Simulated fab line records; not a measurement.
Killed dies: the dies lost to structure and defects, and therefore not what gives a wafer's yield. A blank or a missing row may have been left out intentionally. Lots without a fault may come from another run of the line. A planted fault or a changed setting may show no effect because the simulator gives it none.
fab line records | flow sky130
[record] lots = 12 | wafers = 36 | lastDay = 50
route steps=708 shown VT_ADJUST_NCORE@128 GATE_OXIDE@201 LI_CONTACT@385 CONTACT@425
lots untouched by any fault: they come from a run of this same line in which no faults occurred
startH: the number of hours between the record's first day and the start of the first shown wafer of the lot | waitH: hours from the lot's prior step to this one | " identical to the entry in the row above | L1.1+2: several wafers, shown together as one row | - no value, or no start given | * or withheld: withheld | < > ~ a bound
route shown NAME@n: NAME is a module with steps in the file, n the number in the route of the first one | usual: average and standard deviation across the fault-free wafers | same: alike in all rows | chamber/n: place in a boat | sites: each site's reading | _std_site: the values' standard deviation | _edge_site: the outer-site mean with the inner-site mean subtracted | radiusMm: for every site, how far away it sits from the centre of the wafer | mask NAME#n: copy n | behind: tool/chamber where the wafer was last shaped | hold: why the lot went on hold/how many hours it stayed there/how the hold came to an end | device: transistor that didn't switch, given as n, p or np | end of line: at the end of the route, the tests of the same wafers | a step with no rows: only its recipe | killed: dies that structure and defects cost at the first sort, which is not the same as the wafer's yield | map: the dies of a wafer, with x for killed, . for not killed, _ for no die there
set.NAME: the setting the step ran with; set.NAME@STEP: the setting that earlier step ran with | model.NAME: the simulator's own value behind a step, which no gauge read
a sample of lots followed through the steps of the route, with each step as a table and each wafer as a row
services: when a tool's chamber went out of use (startH, in hours from the record's first day, below 0 if earlier), for how many hours, and the reason
[[steps]]
[step SKY_VT_ADJUST_NCORE_IMPLANT_09]
[recipe] species = B | energyKev = 10 | doseCm2 = 2.4e+12 | tiltDeg = withheld
[usual] beamEnergyKeV = 10.000/0.003 | doseIonsCm2 = 2.4001e+12/2.6e+09 | faradayCurrentUA = 13.55/0.27
lot.wafer | tool         | chamber | startH | waitH | beamEnergyKeV | doseIonsCm2 | faradayCurrentUA
L804.3    | implanter-01 | 0       | 181.42 | 0.1   | 10.003        | 2.4021e+12  | 13.13
L804.4    | "            | 0       | "      | "     | 10.000        | 2.4023e+12  | 13.87
L804.6    | "            | 0       | "      | "     | 10.000        | 2.4022e+12  | 13.08
L806.4    | implanter-02 | 0       | 198.49 | 0.1   | 10.004        | 2.3996e+12  | 13.71
L806.5    | "            | 0       | "      | "     | 10.007        | 2.397e+12   | 13.71
L806.6    | "            | 0       | "      | "     | 10.000        | 2.398e+12   | 13.11
L807.1    | implanter-02 | 0       | 204.30 | 0.0   | 10.000        | 2.4028e+12  | 13.73
L807.2    | "            | 0       | "      | "     | 10.000        | 2.4011e+12  | 13.70
L807.4    | "            | 0       | "      | "     | 9.996         | 2.4006e+12  | 13.44
L808.1    | implanter-01 | 0       | 209.48 | 0.0   | 9.997         | 2.3977e+12  | 14.08
L808.3    | "            | 0       | "      | "     | 10.000        | 2.3993e+12  | 13.71
L808.6    | "            | 0       | "      | "     | 10.000        | 2.4016e+12  | 13.57
L810.1    | implanter-02 | 0       | 223.60 | 0.0   | 9.997         | 2.3987e+12  | 13.61
L810.3    | "            | 0       | "      | "     | 9.993         | 2.4039e+12  | 13.29
L810.4    | "            | 0       | "      | "     | 9.997         | 2.4003e+12  | 13.17
L812.1    | implanter-02 | 0       | 238.83 | 0.0   | 10.002        | 2.3968e+12  | 13.72
L812.2    | "            | 0       | "      | "     | 9.997         | 2.4014e+12  | 13.27
L812.4    | "            | 0       | "      | "     | 10.003        | 2.4002e+12  | 13.39
L813.1    | implanter-01 | 0       | 244.35 | 0.0   | 9.998         | 2.3991e+12  | 13.65
L813.2    | "            | 0       | "      | "     | 10.001        | 2.3995e+12  | 13.87
L813.6    | "            | 0       | "      | "     | 10.002        | 2.3964e+12  | 13.49
L819.1    | implanter-04 | 0       | 284.83 | 0.0   | 10.000        | 2.3952e+12  | 13.12
L819.2    | "            | 0       | "      | "     | 9.998         | 2.4042e+12  | 13.79
L819.4    | "            | 0       | "      | "     | 9.997         | 2.4001e+12  | 13.50
L820.3    | implanter-01 | 0       | 292.95 | 0.1   | 10.002        | 2.8396e+12  | 15.99
L820.5    | "            | 0       | "      | "     | 10.001        | 2.8428e+12  | 16.01
L820.6    | "            | 0       | "      | "     | 9.994         | 2.8498e+12  | 15.51
L821.1    | implanter-01 | 0       | 301.26 | 0.0   | 9.997         | 2.8449e+12  | 15.53
L821.4    | "            | 0       | "      | "     | 10.005        | 2.8467e+12  | 16.25
L821.6    | "            | 0       | "      | "     | 10.001        | 2.8491e+12  | 16.38
L824.1    | implanter-02 | 0       | 326.40 | 0.0   | 10.003        | 2.4035e+12  | 13.10
L824.2    | "            | 0       | "      | "     | 9.999         | 2.408e+12   | 13.28
L824.5    | "            | 0       | "      | "     | 9.995         | 2.4036e+12  | 13.45
L826.2    | implanter-02 | 0       | 339.66 | 0.0   | 10.004        | 2.402e+12   | 13.49
L826.4    | "            | 0       | "      | "     | 9.998         | 2.4031e+12  | 13.61
L826.5    | "            | 0       | "      | "     | 10.001        | 2.4035e+12  | 14.02
[step SKY_VT_ADJUST_NCORE_TW_MEAS_11]
[usual] VT_ADJUST_NCORE_TW = 217.7/1.6
lot.wafer | tool         | chamber | startH | waitH | VT_ADJUST_NCORE_TW
L804.3    | filmMetro-03 | -       | 181.64 | 0.1   | 216.7
L804.4    | "            | -       | "      | "     | 217.4
L804.6    | "            | -       | "      | "     | 216.2
L806.4    | filmMetro-03 | -       | 198.70 | 0.1   | 217.3
L806.5    | "            | -       | "      | "     | 216.2
L806.6    | "            | -       | "      | "     | 216.7
L807.1    | filmMetro-03 | -       | 204.55 | 0.1   | 217.7
L807.2    | "            | -       | "      | "     | 215.7
L807.4    | "            | -       | "      | "     | 216.5
L808.1    | filmMetro-03 | -       | 209.73 | 0.1   | 216.9
L808.3    | "            | -       | "      | "     | 216.9
L808.6    | "            | -       | "      | "     | 216.5
L810.1    | filmMetro-03 | -       | 223.85 | 0.1   | 215.8
L810.3    | "            | -       | "      | "     | 215.5
L810.4    | "            | -       | "      | "     | 216.0
L812.1    | filmMetro-02 | -       | 239.08 | 0.1   | 215.4
L812.2    | "            | -       | "      | "     | 215.1
L812.4    | "            | -       | "      | "     | 215.6
L813.1    | filmMetro-03 | -       | 244.60 | 0.1   | 217.4
L813.2    | "            | -       | "      | "     | 218.9
L813.6    | "            | -       | "      | "     | 217.7
L819.1    | filmMetro-03 | -       | 285.08 | 0.1   | 217.5
L819.2    | "            | -       | "      | "     | 217.8
L819.4    | "            | -       | "      | "     | 217.9
L820.3    | filmMetro-02 | -       | 293.17 | 0.1   | 227.9
L820.5    | "            | -       | "      | "     | 228.3
L820.6    | "            | -       | "      | "     | 227.4
L821.1    | filmMetro-01 | -       | 301.51 | 0.1   | 231.1
L821.4    | "            | -       | "      | "     | 231.3
L821.6    | "            | -       | "      | "     | 231.1
L824.1    | filmMetro-01 | -       | 326.65 | 0.1   | 220.9
L824.2    | "            | -       | "      | "     | 221.0
L824.5    | "            | -       | "      | "     | 220.6
L826.2    | filmMetro-02 | -       | 339.89 | 0.1   | 216.0
L826.4    | "            | -       | "      | "     | 217.3
L826.5    | "            | -       | "      | "     | 216.3
[step SKY_GATE_OXIDE_TW_MEAS_14]
[usual] GATE_OXIDE_TW = 222.3/1.8
lot.wafer | tool         | chamber | startH | waitH | GATE_OXIDE_TW
L804.3    | filmMetro-02 | -       | 307.14 | 0.1   | 220.3
L804.4    | "            | -       | "      | "     | 221.2
L804.6    | "            | -       | "      | "     | 220.8
L806.4    | filmMetro-04 | -       | 327.05 | 0.1   | 223.5
L806.5    | "            | -       | "      | "     | 224.0
L806.6    | "            | -       | "      | "     | 224.1
L807.1    | filmMetro-03 | -       | 334.77 | 0.1   | 222.7
L807.2    | "            | -       | "      | "     | 222.6
L807.4    | "            | -       | "      | "     | 222.7
L808.1    | filmMetro-04 | -       | 345.70 | 0.1   | 221.5
L808.3    | "            | -       | "      | "     | 222.8
L808.6    | "            | -       | "      | "     | 222.6
L810.1    | filmMetro-04 | -       | 360.02 | 0.1   | 223.7
L810.3    | "            | -       | "      | "     | 224.0
L810.4    | "            | -       | "      | "     | 222.3
L812.1    | filmMetro-03 | -       | 377.17 | 0.1   | 222.2
L812.2    | "            | -       | "      | "     | 222.1
L812.4    | "            | -       | "      | "     | 222.5
L813.1    | filmMetro-04 | -       | 388.21 | 0.1   | 223.9
L813.2    | "            | -       | "      | "     | 223.0
L813.6    | "            | -       | "      | "     | 224.3
L819.1    | filmMetro-03 | -       | 431.30 | 0.1   | 222.5
L819.2    | "            | -       | "      | "     | 223.5
L819.4    | "            | -       | "      | "     | 222.9
L820.3    | filmMetro-03 | -       | 436.72 | 0.1   | 222.4
L820.5    | "            | -       | "      | "     | 223.0
L820.6    | "            | -       | "      | "     | 223.5
L821.1    | filmMetro-04 | -       | 453.31 | 0.1   | 225.0
L821.4    | "            | -       | "      | "     | 225.5
L821.6    | "            | -       | "      | "     | 224.3
L824.1    | filmMetro-03 | -       | 478.17 | 0.1   | 223.5
L824.2    | "            | -       | "      | "     | 221.6
L824.5    | "            | -       | "      | "     | 222.8
L826.2    | filmMetro-02 | -       | 497.16 | 0.1   | 220.6
L826.4    | "            | -       | "      | "     | 220.1
L826.5    | "            | -       | "      | "     | 219.3
[step SKY_LI_CONTACT_THK_MEAS_23]
[recipe] thkMeasGauge = xrf | reads = W_of_LI_CONTACT_CVD_21
[usual] LI_CONTACT_W_THK = 408/6.6
lot.wafer | tool         | chamber | startH | waitH | LI_CONTACT_W_THK[nm]
L804.3    | filmMetro-02 | -       | 684.23 | 0.1   | 408
L804.4    | "            | -       | "      | "     | 401
L804.6    | "            | -       | "      | "     | 403
L806.4    | filmMetro-04 | -       | 695.58 | 0.1   | 414
L806.5    | "            | -       | "      | "     | 417
L806.6    | "            | -       | "      | "     | 407
L807.1    | filmMetro-02 | -       | 700.08 | 0.1   | 410
L807.2    | "            | -       | "      | "     | 403
L807.4    | "            | -       | "      | "     | 406
L808.1    | filmMetro-04 | -       | 719.16 | 0.1   | 423
L808.3    | "            | -       | "      | "     | 428
L808.6    | "            | -       | "      | "     | 430
L810.1    | filmMetro-04 | -       | 732.65 | 0.1   | 423
L810.3    | "            | -       | "      | "     | 425
L810.4    | "            | -       | "      | "     | 414
L812.1    | filmMetro-01 | -       | 742.40 | 0.1   | 411
L812.2    | "            | -       | "      | "     | 407
L812.4    | "            | -       | "      | "     | 412
L813.1    | filmMetro-02 | -       | 756.23 | 0.1   | 401
L813.2    | "            | -       | "      | "     | 400
L813.6    | "            | -       | "      | "     | 401
L819.1    | filmMetro-01 | -       | 792.42 | 0.1   | 402
L819.2    | "            | -       | "      | "     | 408
L819.4    | "            | -       | "      | "     | 408
L820.3    | filmMetro-01 | -       | 801.65 | 0.1   | 410
L820.5    | "            | -       | "      | "     | 409
L820.6    | "            | -       | "      | "     | 406
L821.1    | filmMetro-01 | -       | 836.98 | 0.1   | 413
L821.4    | "            | -       | "      | "     | 413
L821.6    | "            | -       | "      | "     | 408
L824.1    | filmMetro-02 | -       | 839.90 | 0.1   | 413
L824.2    | "            | -       | "      | "     | 406
L824.5    | "            | -       | "      | "     | 409
L826.2    | filmMetro-04 | -       | 861.18 | 0.1   | 414
L826.4    | "            | -       | "      | "     | 408
L826.5    | "            | -       | "      | "     | 410
[step SKY_CONTACT_STRIP_19]
[recipe] chemistry = O2/N2 | powerW = 1400 | pressureMtorr = 1500 | platenTempC = withheld | o2FlowSccm = 3000 | n2FlowSccm = 300 | overashFraction = 0.5
[usual] drypumpMotorCurrentA = 5.9/0.54 | o2FlowSccm = 2999/9.1 | oesProductAu = 0.378/0.0051 | stripTimeToEndpointS = 3.54/0.045
lot.wafer | tool           | chamber | startH | waitH | drypumpMotorCurrentA | o2FlowSccm | oesProductAu | rfHoursCounterH | stripTimeToEndpointS
L804.3    | plasmaAsher-04 | 1       | 742.21 | -     | 5.8                  | 2993       | 0.373        | -               | 3.53
L804.4    | "              | 0       | "      | "     | 6.6                  | 2997       | 0.386        | -               | 3.52
L804.6    | "              | 0       | "      | "     | 6.6                  | 2999       | 0.373        | -               | 3.49
L806.4    | plasmaAsher-03 | 1       | 752.71 | -     | 5.4                  | 2992       | 0.380        | -               | 3.52
L806.5    | "              | 1       | "      | "     | 5.4                  | 2998       | 0.376        | -               | 3.51
L806.6    | "              | 0       | "      | "     | 5.5                  | 3011       | 0.379        | -               | 3.56
L807.1    | plasmaAsher-03 | 0       | 756.85 | -     | 5.5                  | 2991       | 0.380        | 2               | 3.51
L807.2    | "              | 1       | "      | "     | 5.4                  | 2996       | 0.370        | 2               | 3.49
L807.4    | "              | 0       | "      | "     | 5.5                  | 3010       | 0.383        | -               | 3.60
L808.1    | plasmaAsher-03 | 1       | 776.25 | -     | 5.4                  | 2996       | 0.377        | 4               | 3.60
L808.3    | "              | 0       | "      | "     | 5.5                  | 3000       | 0.378        | -               | 3.53
L808.6    | "              | 0       | "      | "     | 5.5                  | 2992       | 0.371        | -               | 3.53
L810.1    | plasmaAsher-04 | 0       | 789.15 | -     | 6.6                  | 2993       | 0.379        | 66              | 3.59
L810.3    | "              | 0       | "      | "     | 6.6                  | 3002       | 0.382        | -               | 3.55
L810.4    | "              | 1       | "      | "     | 5.8                  | 3004       | 0.388        | -               | 3.54
L812.1    | plasmaAsher-02 | 0       | 797.23 | -     | 5.0                  | 2984       | 0.382        | 33              | 3.53
L812.2    | "              | 1       | "      | "     | 6.1                  | 2997       | 0.383        | 33              | 3.50
L812.4    | "              | 1       | "      | "     | 6.1                  | 2994       | 0.382        | -               | 3.45
L813.1    | plasmaAsher-03 | 1       | 833.78 | -     | 5.4                  | 3006       | 0.385        | 9               | 3.54
L813.2    | "              | 0       | "      | "     | 5.5                  | 3008       | 0.378        | 9               | 3.49
L813.6    | "              | 0       | "      | "     | 5.5                  | 3011       | 0.366        | -               | 3.48
L819.1    | plasmaAsher-04 | 1       | 858.57 | -     | 5.8                  | 3002       | 0.364        | 72              | 3.49
L819.2    | "              | 0       | "      | "     | 6.6                  | 2999       | 0.377        | 72              | 3.54
L819.4    | "              | 1       | "      | "     | 5.8                  | 2989       | 0.366        | -               | 3.51
L820.3    | plasmaAsher-04 | 0       | 862.86 | -     | 6.6                  | 3001       | 0.382        | -               | 3.55
L820.5    | "              | 1       | "      | "     | 5.8                  | 2996       | 0.378        | -               | 3.53
L820.6    | "              | 0       | "      | "     | 6.6                  | 2995       | 0.381        | -               | 3.55
L821.1    | plasmaAsher-03 | 0       | 884.65 | -     | 5.5                  | 3001       | 0.383        | 15              | 3.59
L821.4    | "              | 1       | "      | "     | 5.4                  | 2998       | 0.385        | -               | 3.67
L821.6    | "              | 0       | "      | "     | 5.5                  | 3019       | 0.384        | -               | 3.63
L824.1    | plasmaAsher-02 | 1       | 889.95 | -     | 6.1                  | 3005       | 0.372        | 43              | 3.53
L824.2    | "              | 0       | "      | "     | 5.0                  | 3008       | 0.377        | 43              | 3.50
L824.5    | "              | 1       | "      | "     | 6.1                  | 3010       | 0.378        | -               | 3.53
L826.2    | plasmaAsher-02 | 1       | 912.98 | -     | 6.1                  | 2991       | 0.376        | 45              | 3.50
L826.4    | "              | 0       | "      | "     | 5.0                  | 2996       | 0.380        | -               | 3.49
L826.5    | "              | 1       | "      | "     | 6.1                  | 2993       | 0.376        | -               | 3.55
[[services]]
tool           | chamber | startH | hours | kind
implanter-02   | -       | 181.98 | 3.7   | pm
plasmaAsher-04 | -       | 264.38 | 10.5  | repair
implanter-02   | -       | 289.52 | 0.7   | repair
plasmaAsher-04 | -       | 330.09 | 4.3   | pm
implanter-02   | -       | 380.73 | 2.9   | pm
implanter-01   | -       | 393.61 | 4.6   | pm
implanter-02   | -       | 400.26 | 9.7   | pm
implanter-01   | -       | 429.52 | 1.7   | repair
plasmaAsher-03 | -       | 480.41 | 1.2   | repair
plasmaAsher-04 | -       | 529.17 | 3.9   | repair
implanter-01   | -       | 596.17 | 6.9   | pm
implanter-01   | -       | 612.89 | 1.3   | repair
implanter-02   | -       | 671.42 | 2.8   | pm
implanter-02   | -       | 682.07 | 0.9   | repair
implanter-01   | -       | 688.91 | 2.3   | repair
plasmaAsher-04 | -       | 718.68 | 1.3   | repair
implanter-02   | -       | 731.73 | 9.5   | repair
plasmaAsher-03 | -       | 733.75 | 9.0   | pm
implanter-01   | -       | 788.07 | 1.3   | repair
implanter-01   | -       | 882.61 | 5.6   | pm
implanter-02   | -       | 886.27 | 0.6   | repair
implanter-01   | -       | 889.73 | 2.4   | repair
plasmaAsher-03 | -       | 901.00 | 20.1  | pm
implanter-02   | -       | 905.98 | 20.2  | pm
[[key]]
[firstSign] step = SKY_VT_ADJUST_NCORE_IMPLANT_09 | reading = doseIonsCm2 | direction = up | sigmas = 99+ | usual = * | struck = *
[effect] step = SKY_VT_ADJUST_NCORE_IMPLANT_09 | reading = faradayCurrentUA | direction = up | sigmas = 9 | usual = 13.55 | struck = 15.94
[effect] step = SKY_VT_ADJUST_NCORE_TW_MEAS_11 | reading = VT_ADJUST_NCORE_TW | direction = up | sigmas = 7.5 | usual = 217.7 | struck = 229.5
metAt SKY_VT_ADJUST_NCORE_IMPLANT_09
struckLots L820,L821
testerLeftOut L820,L821
notActingAt SKY_GATE_OXIDE_TW_MEAS_14,SKY_LI_CONTACT_THK_MEAS_23,SKY_CONTACT_STRIP_19
onsetBetween 244.35 292.95
[fault] kind = processParameterDrift | tool = implanter-01 | chamber = - | onsetH = 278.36 | steps = SKY_VT_ADJUST_NCORE_IMPLANT_09 | channel = doseCm2 | offset = * | shape = step | endH = 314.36 | actsIn = * | stated = *
// testerLeftOut: of these lots the tester's yield and bins aren't shown, on N5 and GAA mostly nor the transistor test; their killed dies are dies lost to structure and defects alone, not to doping, threshold or leakage, so they don't give the yield
